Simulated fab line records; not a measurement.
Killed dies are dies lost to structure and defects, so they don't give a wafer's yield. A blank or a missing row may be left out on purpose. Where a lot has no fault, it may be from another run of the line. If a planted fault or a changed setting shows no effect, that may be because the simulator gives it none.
fab line records ; flow sky130
[record] lots = 14; wafers = 42; last-day = 50
route steps=708 shown FIELD_ISO@3 VT_ADJUST_HVTP@94 VT_ADJUST_HVTR@142 LDD_HVP@288 PAD_OPEN@708
lots untouched by any fault: they come from a run of this same line in which no faults occurred
start-h: hours from the record's first day to the start of the lot's first wafer shown ; wait-h: how many hours have passed since the lot's step before this one ; " identical to the entry in the row above ; L1.1+2: one row covering several wafers at once ; - no value present, or no start provided ; * or withheld: withheld ; < > ~ a bound
route shown NAME@n: a module of which the file shows steps, and the number in the route of the first ; usual: mean and standard deviation over wafers with no fault ; same: alike in all rows ; chamber/n: place in a boat ; sites: readings site by site ; _std_site: the standard deviation of these ; _edge_site: the outer-site mean with the inner-site mean subtracted ; radius-mm: for every site, how far away it sits from the centre of the wafer ; mask NAME#n: copy n ; behind: the tool/chamber that last shaped the wafer ; hold: why the lot went on hold/how many hours it stayed there/how the hold came to an end ; device: transistor that didn't switch, given as n, p or np ; end of line: tests of these same wafers at the route's end ; where a step has no rows: the recipe by itself ; killed: the dies lost at the first sort to structure and to defects; this is not the yield of the wafer ; map: shows each die of a wafer: x if killed, . if not, _ if none is there
set.NAME: the setting as run; set.NAME@STEP: as run at that earlier step ; model.NAME: the simulator's own value behind a step, which no gauge read
a sample of lots followed through the steps of the route, with each step as a table and each wafer as a row
services: a tool's chamber out of use, with start hour (start-h, from the record's first day; less than 0 if before it), hours out, and reason
[[steps]]
[step SKY_FIELD_ISO_THK_MEAS_02]
[recipe] reads = SiO2_of_FIELD_ISO_OXIDATION_01
[usual] FIELD_ISO_OXIDATION_00_THK = 11.88/0.19
lot.wafer;tool;chamber;start-h;wait-h;FIELD_ISO_OXIDATION_00_THK[nm]
L969.1;film-metro-01;-;12.96;0.0;11.70
L969.4;film-metro-01;-;12.96;0.0;11.87
L969.5;film-metro-01;-;12.96;0.0;11.91
L971.1;film-metro-01;-;22.67;0.0;11.97
L971.2;film-metro-01;-;22.67;0.0;11.79
L971.3;film-metro-01;-;22.67;0.0;11.95
L972.1;film-metro-01;-;31.01;0.0;11.54
L972.3;film-metro-01;-;31.01;0.0;11.91
L972.4;film-metro-01;-;31.01;0.0;11.87
L973.2;film-metro-01;-;37.41;0.0;11.70
L973.3;film-metro-01;-;37.41;0.0;11.63
L973.5;film-metro-01;-;37.41;0.0;11.71
L974.2;film-metro-04;-;37.41;0.0;11.86
L974.3;film-metro-04;-;37.41;0.0;11.79
L974.6;film-metro-04;-;37.41;0.0;12.07
L975.1;film-metro-04;-;43.22;0.0;11.79
L975.2;film-metro-04;-;43.22;0.0;11.75
L975.4;film-metro-04;-;43.22;0.0;12.00
L976.3;film-metro-01;-;47.64;0.0;12.00
L976.4;film-metro-01;-;47.64;0.0;11.83
L976.6;film-metro-01;-;47.64;0.0;11.76
L978.1;film-metro-01;-;56.63;0.0;11.94
L978.4;film-metro-01;-;56.63;0.0;11.65
L978.6;film-metro-01;-;56.63;0.0;12.07
L982.2;film-metro-04;-;77.07;0.0;12.02
L982.3;film-metro-04;-;77.07;0.0;11.69
L982.4;film-metro-04;-;77.07;0.0;11.89
L983.2;film-metro-01;-;81.64;0.0;11.95
L983.5;film-metro-01;-;81.64;0.0;11.95
L983.6;film-metro-01;-;81.64;0.0;11.91
L984.1;film-metro-01;-;86.84;0.0;11.75
L984.4;film-metro-01;-;86.84;0.0;11.60
L984.6;film-metro-01;-;86.84;0.0;11.60
L988.1;film-metro-01;-;106.63;0.0;11.86
L988.3;film-metro-01;-;106.63;0.0;11.86
L988.6;film-metro-01;-;106.63;0.0;11.66
L989.4;film-metro-02;-;112.11;0.0;11.82
L989.5;film-metro-02;-;112.11;0.0;11.91
L989.6;film-metro-02;-;112.11;0.0;11.87
L991.4;film-metro-01;-;122.02;0.0;11.69
L991.5;film-metro-01;-;122.02;0.0;11.76
L991.6;film-metro-01;-;122.02;0.0;11.90
[step SKY_VT_ADJUST_HVTP_IMPLANT_09]
[recipe] species = As; energy-kev = 150; dose-cm2 = 4.3e+12; tilt-deg = withheld
[usual] beam-energy-keV = 150.00/0.042
lot.wafer;tool;chamber;start-h;wait-h;beam-energy-keV
L969.1;implanter-02;0;131.55;0.0;150.02
L969.4;implanter-02;0;131.55;0.0;149.98
L969.5;implanter-02;0;131.55;0.0;149.98
L971.1;implanter-02;0;134.63;0.0;150.01
L971.2;implanter-02;0;134.63;0.0;150.06
L971.3;implanter-02;0;134.63;0.0;150.06
L972.1;implanter-02;0;141.68;0.0;150.04
L972.3;implanter-02;0;141.68;0.0;149.97
L972.4;implanter-02;0;141.68;0.0;150.04
L973.2;implanter-02;0;154.56;0.0;150.01
L973.3;implanter-02;0;154.56;0.0;150.00
L973.5;implanter-02;0;154.56;0.0;149.94
L974.2;implanter-04;0;156.01;0.0;149.96
L974.3;implanter-04;0;156.01;0.0;149.99
L974.6;implanter-04;0;156.01;0.0;149.95
L975.1;implanter-02;0;160.41;0.0;149.99
L975.2;implanter-02;0;160.41;0.0;149.96
L975.4;implanter-02;0;160.41;0.0;150.08
L976.3;implanter-04;0;167.65;0.1;149.94
L976.4;implanter-04;0;167.65;0.1;149.99
L976.6;implanter-04;0;167.65;0.1;149.98
L978.1;implanter-04;0;179.26;0.0;150.00
L978.4;implanter-04;0;179.26;0.0;150.10
L978.6;implanter-04;0;179.26;0.0;150.10
L982.2;implanter-04;0;207.79;0.0;161.54
L982.3;implanter-04;0;207.79;0.0;161.47
L982.4;implanter-04;0;207.79;0.0;161.54
L983.2;implanter-03;0;212.49;0.0;150.07
L983.5;implanter-03;0;212.49;0.0;150.00
L983.6;implanter-03;0;212.49;0.0;150.04
L984.1;implanter-04;0;218.21;0.0;161.47
L984.4;implanter-04;0;218.21;0.0;161.47
L984.6;implanter-04;0;218.21;0.0;161.48
L988.1;implanter-02;0;240.40;0.0;149.99
L988.3;implanter-02;0;240.40;0.0;149.99
L988.6;implanter-02;0;240.40;0.0;149.94
L989.4;implanter-02;0;247.92;0.1;150.02
L989.5;implanter-02;0;247.92;0.1;150.01
L989.6;implanter-02;0;247.92;0.1;150.00
L991.4;implanter-03;0;275.72;0.1;149.98
L991.5;implanter-03;0;275.72;0.1;149.91
L991.6;implanter-03;0;275.72;0.1;149.94
[step SKY_VT_ADJUST_HVTR_TW_MEAS_11]
[usual] VT_ADJUST_HVTR_TW = 212.6/2.2
lot.wafer;tool;chamber;start-h;wait-h;VT_ADJUST_HVTR_TW
L969.1;film-metro-04;-;213.53;0.1;213.1
L969.4;film-metro-04;-;213.53;0.1;212.9
L969.5;film-metro-04;-;213.53;0.1;213.6
L971.1;film-metro-02;-;217.88;0.1;208.4
L971.2;film-metro-02;-;217.88;0.1;207.5
L971.3;film-metro-02;-;217.88;0.1;209.1
L972.1;film-metro-02;-;226.13;0.1;208.1
L972.3;film-metro-02;-;226.13;0.1;207.6
L972.4;film-metro-02;-;226.13;0.1;208.3
L973.2;film-metro-03;-;240.19;0.1;214.4
L973.3;film-metro-03;-;240.19;0.1;214.8
L973.5;film-metro-03;-;240.19;0.1;212.7
L974.2;film-metro-03;-;243.26;0.1;214.6
L974.3;film-metro-03;-;243.26;0.1;213.3
L974.6;film-metro-03;-;243.26;0.1;214.8
L975.1;film-metro-03;-;249.68;0.1;213.7
L975.2;film-metro-03;-;249.68;0.1;214.4
L975.4;film-metro-03;-;249.68;0.1;213.8
L976.3;film-metro-03;-;257.20;0.1;214.6
L976.4;film-metro-03;-;257.20;0.1;214.6
L976.6;film-metro-03;-;257.20;0.1;215.7
L978.1;film-metro-02;-;270.28;0.1;209.1
L978.4;film-metro-02;-;270.28;0.1;209.7
L978.6;film-metro-02;-;270.28;0.1;210.7
L982.2;film-metro-04;-;304.35;0.1;214.7
L982.3;film-metro-04;-;304.35;0.1;214.0
L982.4;film-metro-04;-;304.35;0.1;214.7
L983.2;film-metro-03;-;308.89;0.1;213.2
L983.5;film-metro-03;-;308.89;0.1;213.1
L983.6;film-metro-03;-;308.89;0.1;212.3
L984.1;film-metro-04;-;317.14;0.1;214.7
L984.4;film-metro-04;-;317.14;0.1;215.2
L984.6;film-metro-04;-;317.14;0.1;215.4
L988.1;film-metro-03;-;342.00;0.1;215.9
L988.3;film-metro-03;-;342.00;0.1;213.8
L988.6;film-metro-03;-;342.00;0.1;213.6
L989.4;film-metro-03;-;349.67;0.1;212.8
L989.5;film-metro-03;-;349.67;0.1;212.9
L989.6;film-metro-03;-;349.67;0.1;213.8
L991.4;film-metro-04;-;382.31;0.1;214.4
L991.5;film-metro-04;-;382.31;0.1;212.5
L991.6;film-metro-04;-;382.31;0.1;213.7
[step SKY_LDD_HVP_TW_MEAS_10]
[usual] LDD_HVP_TW = 453/3.9
lot.wafer;tool;chamber;start-h;wait-h;LDD_HVP_TW
L969.1;film-metro-01;-;510.67;0.1;454
L969.4;film-metro-01;-;510.67;0.1;455
L969.5;film-metro-01;-;510.67;0.1;456
L971.1;film-metro-02;-;520.17;0.1;451
L971.2;film-metro-02;-;520.17;0.1;451
L971.3;film-metro-02;-;520.17;0.1;450
L972.1;film-metro-02;-;524.77;0.1;452
L972.3;film-metro-02;-;524.77;0.1;447
L972.4;film-metro-02;-;524.77;0.1;451
L973.2;film-metro-01;-;538.75;0.1;453
L973.3;film-metro-01;-;538.75;0.1;454
L973.5;film-metro-01;-;538.75;0.1;455
L974.2;film-metro-01;-;541.05;0.1;453
L974.3;film-metro-01;-;541.05;0.1;453
L974.6;film-metro-01;-;541.05;0.1;451
L975.1;film-metro-03;-;553.79;0.1;462
L975.2;film-metro-03;-;553.79;0.1;461
L975.4;film-metro-03;-;553.79;0.1;462
L976.3;film-metro-02;-;564.58;0.1;453
L976.4;film-metro-02;-;564.58;0.1;450
L976.6;film-metro-02;-;564.58;0.1;455
L978.1;film-metro-02;-;593.79;0.1;452
L978.4;film-metro-02;-;593.79;0.1;453
L978.6;film-metro-02;-;593.79;0.1;450
L982.2;film-metro-01;-;617.28;0.1;452
L982.3;film-metro-01;-;617.28;0.1;450
L982.4;film-metro-01;-;617.28;0.1;450
L983.2;film-metro-01;-;623.73;0.1;454
L983.5;film-metro-01;-;623.73;0.1;451
L983.6;film-metro-01;-;623.73;0.1;450
L984.1;film-metro-01;-;629.09;0.1;454
L984.4;film-metro-01;-;629.09;0.1;452
L984.6;film-metro-01;-;629.09;0.1;451
L988.1;film-metro-01;-;661.59;0.1;455
L988.3;film-metro-01;-;661.59;0.1;451
L988.6;film-metro-01;-;661.59;0.1;452
L989.4;film-metro-02;-;662.99;0.1;453
L989.5;film-metro-02;-;662.99;0.1;450
L989.6;film-metro-02;-;662.99;0.1;449
L991.4;film-metro-02;-;698.52;0.1;448
L991.5;film-metro-02;-;698.52;0.1;450
L991.6;film-metro-02;-;698.52;0.1;453
[step SKY_PAD_OPEN_PROBE_99]
[usual] killed_at_M0_to_M3 = 44/7.4; killed_at_M4_up = 3.0/1.8; killed-at-contacts = 24/5.1; killed-at-front-end = 15/4.3; killed-at-other = 0.3/0.54; killed-dies = 86/9.9; killed-on-rim = 17/3.9; killed-open = 47/7.1; killed-short = 38/6.7
[same] gross-dies = 492; killed-at-back-side = 0
lot.wafer;tool;chamber;start-h;wait-h;killed_at_M0_to_M3;killed_at_M4_up;killed-at-contacts;killed-at-front-end;killed-at-other;killed-dies;killed-on-rim;killed-open;killed-short
L969.1;prober-02;-;1090.59;0.1;48;1;19;17;2;87;18;50;37
L969.4;prober-02;-;1090.74;0.2;56;6;25;11;1;99;20;57;42
L969.5;prober-02;-;1090.79;0.2;45;2;24;16;0;87;20;50;37
L971.1;prober-01;-;1097.29;0.1;33;1;21;12;2;69;11;40;29
L971.2;prober-01;-;1097.34;0.1;28;2;20;7;1;58;11;41;17
L971.3;prober-01;-;1097.39;0.2;38;6;22;17;1;84;11;53;31
L972.1;prober-02;-;1098.79;0.1;25;4;25;12;0;66;12;32;34
L972.3;prober-02;-;1098.89;0.2;44;1;21;17;0;83;20;36;47
L972.4;prober-02;-;1098.94;0.2;40;2;16;12;0;70;16;38;32
L973.2;prober-01;-;1110.49;0.1;49;3;24;13;0;89;22;48;41
L973.3;prober-01;-;1110.54;0.2;51;4;21;12;0;88;14;41;47
L973.5;prober-01;-;1110.64;0.2;44;3;33;8;0;88;14;57;31
L974.2;prober-02;-;1113.54;0.1;46;6;23;17;0;92;19;45;47
L974.3;prober-02;-;1113.59;0.2;43;3;25;14;0;85;20;43;42
L974.6;prober-02;-;1113.74;0.2;31;3;28;16;0;78;12;44;34
L975.1;prober-01;-;1118.60;0.1;42;4;18;10;1;75;11;46;29
L975.2;prober-01;-;1118.65;0.1;40;5;25;14;0;84;15;48;36
L975.4;prober-01;-;1118.75;0.2;53;4;35;18;1;111;16;63;48
L976.3;prober-02;-;1128.18;0.2;37;4;20;19;0;80;19;36;44
L976.4;prober-02;-;1128.23;0.2;32;6;23;12;0;73;17;36;37
L976.6;prober-02;-;1128.33;0.2;30;4;11;16;0;61;12;35;26
L978.1;prober-01;-;1143.98;0.1;55;4;23;12;1;95;21;53;42
L978.4;prober-01;-;1144.13;0.2;34;5;30;14;1;84;11;38;46
L978.6;prober-01;-;1144.23;0.2;47;1;22;11;0;81;18;48;33
L982.2;prober-01;-;1161.12;0.1;36;5;13;14;1;69;12;46;22
L982.3;prober-01;-;1161.17;0.2;48;6;24;10;0;88;18;57;31
L982.4;prober-01;-;1161.22;0.2;46;3;28;10;0;87;16;51;36
L983.2;prober-02;-;1164.76;0.1;42;4;27;23;0;96;23;58;38
L983.5;prober-02;-;1164.91;0.2;42;1;22;10;1;76;14;43;33
L983.6;prober-02;-;1164.96;0.2;43;4;21;22;0;90;17;49;41
L984.1;prober-01;-;1168.39;0.1;34;4;25;14;0;77;11;52;25
L984.4;prober-01;-;1168.54;0.2;54;2;20;12;0;88;14;56;32
L984.6;prober-01;-;1168.64;0.2;55;5;25;10;0;95;19;49;46
L988.1;prober-01;-;1191.04;0.1;58;3;15;34;0;110;16;59;51
L988.3;prober-01;-;1191.14;0.2;41;1;24;15;0;81;12;47;34
L988.6;prober-01;-;1191.29;0.2;42;0;31;16;2;91;19;46;45
L989.4;prober-02;-;1192.87;0.2;39;1;29;16;0;85;12;47;38
L989.5;prober-02;-;1192.92;0.2;43;1;22;13;0;79;16;45;34
L989.6;prober-02;-;1192.97;0.2;43;2;27;19;1;92;16;50;42
L991.4;prober-02;-;1211.79;0.2;46;2;21;8;0;77;16;36;41
L991.5;prober-02;-;1211.84;0.2;50;0;24;22;0;96;21;54;42
L991.6;prober-02;-;1211.89;0.2;37;0;26;16;0;79;12;49;30
// killed by level:class
L969.1 VIA1:geometric-particle:open=12 CONTACT:geometric-particle:open=9 VIA2:geometric-particle:open=6 FIELD_ISO:geometric-particle:open=5 CONTACT:geometric-particle:short=5 METAL3:geometric-particle:short=5 METAL2:geometric-particle:short=4 VIA2:geometric-particle:short=4
L969.4 VIA1:geometric-particle:open=15 VIA3:geometric-particle:open=8 LI_CONTACT:geometric-particle:open=8 CONTACT:geometric-particle:open=7 METAL1:geometric-particle:short=6 VIA2:geometric-particle:open=6 VIA1:geometric-particle:short=6 METAL3:geometric-particle:short=5
L969.5 VIA1:geometric-particle:open=12 CONTACT:geometric-particle:short=8 CONTACT:geometric-particle:open=7 VIA3:geometric-particle:open=7 LI_CONTACT:geometric-particle:open=6 FIELD_ISO:geometric-particle:open=5 METAL2:geometric-particle:short=5 FIELD_ISO:geometric-particle:short=4
L971.1 VIA1:geometric-particle:open=7 VIA3:geometric-particle:open=7 CONTACT:geometric-particle:open=6 LI_CONTACT:geometric-particle:open=6 METAL1:geometric-particle:short=6 FIELD_ISO:geometric-particle:short=5 VIA2:geometric-particle:open=5 LI_CONTACT:geometric-particle:short=4
L971.2 CONTACT:geometric-particle:open=12 VIA1:geometric-particle:open=8 VIA2:geometric-particle:open=5 VIA3:geometric-particle:open=5 LI_CONTACT:geometric-particle:open=3 CONTACT:geometric-particle:short=3 METAL1:geometric-particle:open=2 METAL2:geometric-particle:short=2
L971.3 VIA1:geometric-particle:open=14 LI_CONTACT:geometric-particle:open=8 CONTACT:geometric-particle:open=7 VIA3:geometric-particle:open=6 METAL1:geometric-particle:short=4 SPACER:geometric-particle:open=4 VIA1:geometric-particle:short=4 METAL4:geometric-particle:short=4
L972.1 CONTACT:geometric-particle:open=11 LI_CONTACT:geometric-particle:open=6 CONTACT:geometric-particle:short=6 METAL1:geometric-particle:short=5 VIA1:geometric-particle:short=4 METAL4:geometric-particle:short=4 FIELD_ISO:geometric-particle:open=3 POLY_CUT:geometric-particle:short=3
L972.3 VIA1:geometric-particle:open=8 VIA2:geometric-particle:open=6 CONTACT:geometric-particle:short=6 METAL2:geometric-particle:short=6 METAL3:geometric-particle:short=6 VIA3:geometric-particle:open=5 LI_CONTACT:geometric-particle:open=5 CONTACT:geometric-particle:open=5
L972.4 VIA1:geometric-particle:open=7 VIA2:geometric-particle:open=7 LI_CONTACT:geometric-particle:open=6 FIELD_ISO:geometric-particle:open=5 FIELD_ISO:geometric-particle:short=4 CONTACT:geometric-particle:short=4 VIA1:geometric-particle:short=4 VIA2:geometric-particle:short=4
L973.2 VIA1:geometric-particle:open=13 LI_CONTACT:geometric-particle:open=11 VIA2:geometric-particle:open=8 VIA3:geometric-particle:short=6 METAL1:geometric-particle:short=5 METAL2:geometric-particle:short=5 FIELD_ISO:geometric-particle:short=4 VIA1:geometric-particle:short=4
L973.3 VIA1:geometric-particle:open=15 LI_CONTACT:geometric-particle:open=7 CONTACT:geometric-particle:open=7 METAL1:geometric-particle:short=7 METAL2:geometric-particle:short=7 VIA3:geometric-particle:open=6 FIELD_ISO:geometric-particle:short=5 CONTACT:geometric-particle:short=5
L973.5 VIA1:geometric-particle:open=16 LI_CONTACT:geometric-particle:open=16 CONTACT:geometric-particle:open=8 VIA3:geometric-particle:open=6 LI_CONTACT:geometric-particle:short=5 VIA2:geometric-particle:open=5 VIA1:geometric-particle:short=5 METAL2:geometric-particle:short=3
L974.2 CONTACT:geometric-particle:open=11 METAL3:geometric-particle:short=10 METAL2:geometric-particle:short=9 FIELD_ISO:geometric-particle:open=8 VIA2:geometric-particle:short=5 LI_CONTACT:geometric-particle:short=5 VIA1:geometric-particle:open=5 FIELD_ISO:geometric-particle:short=4
L974.3 LI_CONTACT:geometric-particle:open=8 METAL1:geometric-particle:short=8 VIA1:geometric-particle:open=8 LI_CONTACT:geometric-particle:short=7 VIA2:geometric-particle:open=5 METAL2:geometric-particle:short=5 FIELD_ISO:geometric-particle:open=4 CONTACT:geometric-particle:open=4
L974.6 LI_CONTACT:geometric-particle:open=13 CONTACT:geometric-particle:open=8 VIA1:geometric-particle:open=7 VIA3:geometric-particle:open=7 FIELD_ISO:geometric-particle:short=6 FIELD_ISO:geometric-particle:open=4 POLY_GATE:geometric-particle:short=4 LI_CONTACT:geometric-particle:short=4
L975.1 CONTACT:geometric-particle:open=10 VIA2:geometric-particle:open=8 VIA1:geometric-particle:open=7 VIA3:geometric-particle:open=7 METAL2:geometric-particle:short=5 LI_CONTACT:geometric-particle:open=4 VIA1:geometric-particle:short=4 CONTACT:geometric-particle:short=3
L975.2 CONTACT:geometric-particle:open=11 VIA3:geometric-particle:open=8 VIA1:geometric-particle:open=7 VIA2:geometric-particle:open=7 CONTACT:geometric-particle:short=6 POLY_GATE:geometric-particle:short=4 LI_CONTACT:geometric-particle:open=4 METAL1:geometric-particle:short=4
L975.4 CONTACT:geometric-particle:open=18 VIA1:geometric-particle:open=11 METAL1:geometric-particle:short=9 LI_CONTACT:geometric-particle:open=8 VIA2:geometric-particle:open=8 VIA1:geometric-particle:short=5 POLY_GATE:geometric-particle:short=4 LOCAL_INTERCONNECT:geometric-particle:short=4
L976.3 FIELD_ISO:geometric-particle:short=10 CONTACT:geometric-particle:open=9 VIA1:geometric-particle:open=7 METAL1:geometric-particle:short=7 VIA2:geometric-particle:open=5 METAL2:geometric-particle:short=5 LOCAL_INTERCONNECT:geometric-particle:short=4 VIA1:geometric-particle:short=4
L976.4 CONTACT:geometric-particle:open=8 LI_CONTACT:geometric-particle:open=7 VIA1:geometric-particle:open=7 METAL4:geometric-particle:short=6 VIA3:geometric-particle:open=6 POLY_GATE:geometric-particle:short=5 VIA2:geometric-particle:open=5 LOCAL_INTERCONNECT:geometric-particle:short=4
L976.6 VIA1:geometric-particle:open=6 FIELD_ISO:geometric-particle:open=5 VIA2:geometric-particle:open=5 METAL3:geometric-particle:short=5 POLY_GATE:geometric-particle:open=4 LI_CONTACT:geometric-particle:open=4 CONTACT:geometric-particle:open=4 FIELD_ISO:geometric-particle:short=3
L978.1 CONTACT:geometric-particle:open=11 VIA1:geometric-particle:short=9 VIA1:geometric-particle:open=9 METAL1:geometric-particle:short=8 VIA3:geometric-particle:open=7 METAL2:geometric-particle:short=6 VIA2:geometric-particle:open=6 LI_CONTACT:geometric-particle:open=5
L978.4 CONTACT:geometric-particle:open=10 LI_CONTACT:geometric-particle:short=8 FIELD_ISO:geometric-particle:short=7 METAL1:geometric-particle:short=7 VIA3:geometric-particle:open=6 CONTACT:geometric-particle:short=5 FIELD_ISO:geometric-particle:open=4 LI_CONTACT:geometric-particle:open=4
L978.6 VIA1:geometric-particle:open=12 VIA2:geometric-particle:open=10 LI_CONTACT:geometric-particle:open=8 CONTACT:geometric-particle:open=7 POLY_GATE:geometric-particle:short=6 METAL1:geometric-particle:short=6 VIA1:geometric-particle:short=5 VIA3:geometric-particle:open=5
L982.2 POLY_GATE:geometric-particle:open=9 VIA1:geometric-particle:open=9 VIA3:geometric-particle:open=7 VIA1:geometric-particle:short=7 CONTACT:geometric-particle:open=5 VIA2:geometric-particle:open=5 LI_CONTACT:geometric-particle:open=4 CONTACT:geometric-particle:short=3
L982.3 LI_CONTACT:geometric-particle:open=10 VIA1:geometric-particle:open=10 VIA2:geometric-particle:open=10 CONTACT:geometric-particle:open=8 METAL2:geometric-particle:short=8 VIA3:geometric-particle:open=6 VIA1:geometric-particle:short=4 POLY_GATE:geometric-particle:open=4
L982.4 VIA1:geometric-particle:open=13 CONTACT:geometric-particle:open=13 VIA2:geometric-particle:open=7 LI_CONTACT:geometric-particle:open=6 METAL1:geometric-particle:short=6 VIA1:geometric-particle:short=5 LOCAL_INTERCONNECT:geometric-particle:short=4 VIA3:geometric-particle:open=4
L983.2 CONTACT:geometric-particle:open=10 VIA1:geometric-particle:open=10 LI_CONTACT:geometric-particle:open=8 FIELD_ISO:geometric-particle:open=6 VIA2:geometric-particle:open=6 METAL2:geometric-particle:short=6 CONTACT:geometric-particle:short=5 VIA3:geometric-particle:open=5
L983.5 VIA1:geometric-particle:open=15 CONTACT:geometric-particle:open=10 METAL2:geometric-particle:short=6 VIA2:geometric-particle:open=5 LI_CONTACT:geometric-particle:open=4 CONTACT:geometric-particle:short=4 VIA1:geometric-particle:short=4 VIA3:geometric-particle:open=4
L983.6 CONTACT:geometric-particle:open=9 VIA1:geometric-particle:open=9 POLY_GATE:geometric-particle:short=7 POLY_GATE:geometric-particle:open=7 METAL2:geometric-particle:short=7 VIA2:geometric-particle:open=6 METAL1:geometric-particle:short=5 VIA2:geometric-particle:short=5
L984.1 LI_CONTACT:geometric-particle:open=10 VIA3:geometric-particle:open=9 VIA1:geometric-particle:open=7 CONTACT:geometric-particle:open=6 POLY_GATE:geometric-particle:open=4 CONTACT:geometric-particle:short=4 METAL2:geometric-particle:short=4 VIA2:geometric-particle:open=4
L984.4 VIA1:geometric-particle:open=14 VIA3:geometric-particle:open=10 VIA2:geometric-particle:open=9 LI_CONTACT:geometric-particle:open=7 CONTACT:geometric-particle:open=7 VIA1:geometric-particle:short=5 METAL2:geometric-particle:short=5 VIA3:geometric-particle:short=4
L984.6 VIA2:geometric-particle:open=11 CONTACT:geometric-particle:open=11 VIA1:geometric-particle:open=9 VIA2:geometric-particle:short=7 VIA3:geometric-particle:open=7 METAL1:geometric-particle:short=5 VIA3:geometric-particle:short=5 LI_CONTACT:geometric-particle:short=4
L988.1 VIA1:geometric-particle:open=17 POLY_GATE:geometric-particle:open=9 METAL2:geometric-particle:short=9 FIELD_ISO:geometric-particle:short=8 CONTACT:geometric-particle:open=8 VIA3:geometric-particle:open=7 METAL1:geometric-particle:short=6 FIELD_ISO:geometric-particle:open=5
L988.3 CONTACT:geometric-particle:open=12 VIA1:geometric-particle:open=12 METAL2:geometric-particle:short=7 VIA3:geometric-particle:open=7 CONTACT:geometric-particle:short=6 LI_CONTACT:geometric-particle:open=4 FIELD_ISO:geometric-particle:short=3 FIELD_ISO:geometric-particle:open=3
L988.6 CONTACT:geometric-particle:open=10 VIA2:geometric-particle:short=8 LI_CONTACT:geometric-particle:open=8 VIA1:geometric-particle:open=7 METAL1:geometric-particle:short=6 VIA2:geometric-particle:open=6 FIELD_ISO:geometric-particle:short=5 FIELD_ISO:geometric-particle:open=5
L989.4 CONTACT:geometric-particle:open=13 LI_CONTACT:geometric-particle:open=8 VIA1:geometric-particle:open=8 METAL1:geometric-particle:short=6 METAL3:geometric-particle:short=5 FIELD_ISO:geometric-particle:open=4 VIA3:geometric-particle:open=4 CONTACT:geometric-particle:short=4
L989.5 VIA1:geometric-particle:open=9 LI_CONTACT:geometric-particle:open=7 VIA2:geometric-particle:open=7 VIA3:geometric-particle:open=7 CONTACT:geometric-particle:open=6 FIELD_ISO:geometric-particle:short=4 LI_CONTACT:geometric-particle:short=4 METAL1:geometric-particle:short=4
L989.6 LI_CONTACT:geometric-particle:open=11 CONTACT:geometric-particle:open=10 VIA1:geometric-particle:open=8 VIA2:geometric-particle:short=7 METAL2:geometric-particle:short=7 VIA3:geometric-particle:open=7 FIELD_ISO:geometric-particle:short=6 CONTACT:geometric-particle:short=4
L991.4 VIA2:geometric-particle:open=12 METAL2:geometric-particle:short=7 CONTACT:geometric-particle:short=6 VIA1:geometric-particle:open=6 VIA3:geometric-particle:short=5 VIA3:geometric-particle:open=5 CONTACT:geometric-particle:open=4 VIA1:geometric-particle:short=4
L991.5 VIA2:geometric-particle:open=11 FIELD_ISO:geometric-particle:open=9 VIA3:geometric-particle:open=8 CONTACT:geometric-particle:short=7 CONTACT:geometric-particle:open=7 METAL1:geometric-particle:short=7 VIA1:geometric-particle:open=6 FIELD_ISO:geometric-particle:short=5
L991.6 CONTACT:geometric-particle:open=12 LI_CONTACT:geometric-particle:open=7 VIA1:geometric-particle:open=7 FIELD_ISO:geometric-particle:open=6 VIA2:geometric-particle:open=5 CONTACT:geometric-particle:short=4 METAL1:geometric-particle:short=4 METAL2:geometric-particle:short=4
[[services]]
tool;chamber;start-h;hours;kind
implanter-04;-;124.15;3.8;repair
implanter-04;-;133.44;10.2;repair
implanter-02;-;143.18;3.3;pm
implanter-02;-;194.94;1.6;repair
[[key]]
[first-sign] step = SKY_VT_ADJUST_HVTP_IMPLANT_09; reading = beam-energy-keV; direction = up; sigmas = 99+; usual = *; struck = *
effect none on later readings
met-at SKY_VT_ADJUST_HVTP_IMPLANT_09
struck-lots L982,L984
tester-left-out L982,L984
not-acting-at SKY_FIELD_ISO_THK_MEAS_02,SKY_VT_ADJUST_HVTR_TW_MEAS_11,SKY_LDD_HVP_TW_MEAS_10
onset-between 179.26 207.79
[fault] kind = process-parameter-drift; tool = implanter-04; chamber = -; onset-h = 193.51; steps = SKY_VT_ADJUST_HVTP_IMPLANT_09; channel = energy-kev; offset = *; shape = step; end-h = 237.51; acts-in = *; stated = *
// tester-left-out: of these lots the tester's yield and bins aren't shown, on N5 and GAA mostly nor the transistor test; their killed dies are dies lost to structure and defects alone, not to doping, threshold or leakage, so they don't give the yield
